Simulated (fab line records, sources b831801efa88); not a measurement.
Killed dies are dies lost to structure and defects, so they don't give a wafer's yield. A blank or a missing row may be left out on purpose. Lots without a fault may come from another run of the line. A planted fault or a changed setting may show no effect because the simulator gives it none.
Chamber matching | flow sky130 | SKY_VIA2_ETCH_15 on rie_diel-01: 4 sister chambers
The step etches SiO2 in C4F8/O2/Ar, stops on TiN, target depth 546 nm, time 84 s. 4 wafers are shown with their chamber, then 8 later ones without.

WAFERS WITH THEIR CHAMBER
wafer  | chamber | bias_w (W)
L076.4 | 2       | 1204
L078.1 | 0       | 1202
L083.5 | 1       | 1192
L085.1 | 3       | 1195

WAFERS WITHOUT THEIR CHAMBER
wafer  | bias_w (W)
L085.2 | 1202
L085.4 | 1197
L087.1 | 1198
L087.3 | 1198
L087.6 | 1202
L090.1 | 1199
L090.5 | 1198
L090.6 | 1203

WHICH CHAMBER EACH WENT THROUGH
wafer  | from the rows above               | in truth
L085.2 | can't be placed: 0 or 2           | 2
L085.4 | can't be placed: 3 or 0 or 1      | 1
L087.1 | can't be placed: 3 or 0 or 1 or 2 | 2
L087.3 | can't be placed: 3 or 0 or 1 or 2 | 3
L087.6 | can't be placed: 0 or 2           | 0
L090.1 | can't be placed: 0 or 3 or 2 or 1 | 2
L090.5 | can't be placed: 3 or 0 or 1 or 2 | 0
L090.6 | can't be placed: 0 or 2           | 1
Placed correctly: 0 of 8. Can't be placed from these rows: 8 (the true chamber is among the candidates in 7). Placed wrongly: 0.
How it was worked out, from the rows above alone: a wafer's distance from a chamber is the root of the sum, over the readings, of the square of ((its reading less the chamber's mean) divided by the reading's scatter). The wafer belongs to the nearest chamber; if the next one is less than 2 further off, it can't be placed. A chamber's mean is the mean of its shown wafers. The scatter: with one shown wafer a chamber, the root of the mean of the squares of how far each hidden wafer lies from its nearest shown one.
